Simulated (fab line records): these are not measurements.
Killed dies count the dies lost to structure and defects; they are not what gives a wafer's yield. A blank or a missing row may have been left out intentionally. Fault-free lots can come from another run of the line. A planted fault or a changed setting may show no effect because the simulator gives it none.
Struck lot and sound lot, side by side ; flow sky130 ; 24 steps out of a route of 708
Sound: the wafers L597.2, L597.4, L597.5. Wafers struck: L604.4, L604.5, L604.6. The cause is given at the end.
Per side, at each step with rows, come the tool, then ch with its chambers, and then its first start. Under that, the readings that differ: sound wafers ; struck wafers ; difference of the means ; sigmas: that difference in standard deviations of wafers without a fault.
alike: a reading whose means differ by less than 2 such deviations, as well as words and numbers matching on both sides. not compared: withheld readings; readings where some wafer has no value; bounds like >300 that might hide an equal value; numbers whose values overlap and for which the record gives no deviation.
A row with sigmas, a row that says differs or no value, or rows on one side alone: a step with any of these is where the two part. Numbers that have no deviation but don't overlap get no sigmas and don't part them. A reading missing from all wafers of one side parts the sides only when that side holds two or more wafers.

SKY_CONTACT_THK_MEAS_26: measures by xrf.
  struck on filmMetro-04, day 36 09:17; sound on filmMetro-03, day 34 08:35
  alike: CONTACT_W_THK
then, 3 steps without rows for these wafers: SKY_CONTACT_CMP_27 (polishes, stops on SiO2, t overpolish 15 s, target thk 0 nm); SKY_METAL1_SPUTTER_00 (material Ti, target thk 15 nm, time 10 s); SKY_METAL1_SPUTTER_01 (material TiN, target thk 20 nm, time 16.7 s).
SKY_METAL1_SPUTTER_02: material AlCu, target thk 250 nm, time 13.3 s.
  struck on pvdSputter-02, day 36 09:40; sound on pvdSputter-02, day 34 08:59
  alike: throttleValvePct
SKY_METAL1_SPUTTER_03: material Ti, target thk 5 nm, time 3.3 s.
  struck on pvdSputter-02, day 36 09:41; sound on pvdSputter-02, day 34 09:00
  alike: throttleValvePct
SKY_METAL1_SPUTTER_04: material TiN, target thk 70 nm, time 58.3 s.
  struck on pvdSputter-02, day 36 09:43; sound on pvdSputter-02, day 34 09:01
  alike: throttleValvePct
SKY_METAL1_RS_MEAS_05: measures by four-point-probe.
  struck on filmMetro-01, day 36 09:49; sound on filmMetro-04, day 34 09:05
  alike: METAL1_ALCU_RS
SKY_METAL1_THK_MEAS_06: measures by xrf.
  struck on filmMetro-01, day 36 09:55; sound on filmMetro-04, day 34 09:12
  alike: METAL1_ALCU_THK
then, 3 steps without rows for these wafers: SKY_METAL1_DEHYDRATE_07 (time 60 s); SKY_METAL1_HMDS_08 (prime time 60 s); SKY_METAL1_COAT_09 (resist thk 60 nm).
SKY_METAL1_COAT_10: resist thk 450 nm.
  sound on lithoTrack-02 ch 0, day 34 22:00; struck on lithoTrack-01 ch 0, day 36 22:00
reading;sound;struck;difference;sigmas
model.KrF-thick_of_METAL1_COAT_10.thkNm (nm);450.5 450.6 450.8;437.3 437.4 437.5;-13.2;
  alike: resistLineTempC
then, 4 steps without rows for these wafers: SKY_METAL1_SOFTBAKE_11 (time 90 s); SKY_METAL1_EXPOSE_12 (exposes mask MM1, target cd 140 nm); SKY_METAL1_PEB_13; SKY_METAL1_DEVELOP_14 (develop time 60 s).
SKY_METAL1_CD_MEAS_15 targets a cd of 140 nm.
  struck on cdSem-02, day 37 12:08; sound on cdSem-02, day 35 11:18
  alike: cdNm
SKY_METAL1_OVL_MEAS_16:
  struck on overlay-01, day 37 12:13; sound on overlay-02, day 35 11:25
  alike: METAL1_OVL
then, 1 step without rows for these wafers: SKY_METAL1_DESCUM_17 (chemistry O2, time 8 s).
SKY_METAL1_ETCH_18: etches BARC in N2/H2, stops on SiO2, time 45.9 s, target depth 60 nm.
  sound on rieMetal-04 ch 0,1, day 35 11:28; struck on rieMetal-03 ch 0,1, day 37 12:17
  alike: drypumpMotorCurrentA, n2FlowSccm, oesProductAu, throttleValvePct
  not compared: rfHoursCounterH
SKY_METAL1_METAL_ETCH_19: etches the open film in Cl2/BCl3, stops on SiO2, target depth 360 nm, time 78 s.
  sound on rieMetal-04 ch 0,1, day 35 11:32; struck on rieMetal-03 ch 0,1, day 37 12:22
  alike: drypumpMotorCurrentA, oesProductAu, throttleValvePct
  not compared: rfHoursCounterH, model.KrF-thick_of_METAL1_COAT_10.thkNm
SKY_METAL1_STRIP_20: strips in O2/N2.
  sound on plasmaAsher-01 ch 1, day 35 11:37; struck on plasmaAsher-01 ch 0,1, day 37 12:28
reading;sound;struck;difference;sigmas
oesProductAu (a.u.);0.356 0.349 0.341;0.335 0.332 0.339;-0.013;-3
  alike: drypumpMotorCurrentA, n2FlowSccm, stripTimeToEndpointS
  not compared: rfHoursCounterH
-- the record jumps here: 12 days lie between the struck wafers' starts before and after (it left off in module METAL1 and takes up again in module PAD_OPEN, whose first step shown is number 708 of the route) --
SKY_PAD_OPEN_PROBE_99:
  struck on prober-01, day 49 07:07; sound on prober-02, day 47 20:31
  alike: defectLimitedYield, killed_at_M0_to_M3, killed_at_M4_up, killedAtContacts, killedAtFrontEnd, killedAtOther, killedDies, killedOpen, killedShort, sort_bin_3_pad_short, sort_bin_5_function, sort_bin_6_memory, sortNPass, sortYieldPct

== WHERE THEY PART ==
Only at SKY_METAL1_STRIP_20, within this record. Later steps at which nothing parts them and some readings are alike: SKY_PAD_OPEN_PROBE_99.

WHY: what had been put in by the simulator
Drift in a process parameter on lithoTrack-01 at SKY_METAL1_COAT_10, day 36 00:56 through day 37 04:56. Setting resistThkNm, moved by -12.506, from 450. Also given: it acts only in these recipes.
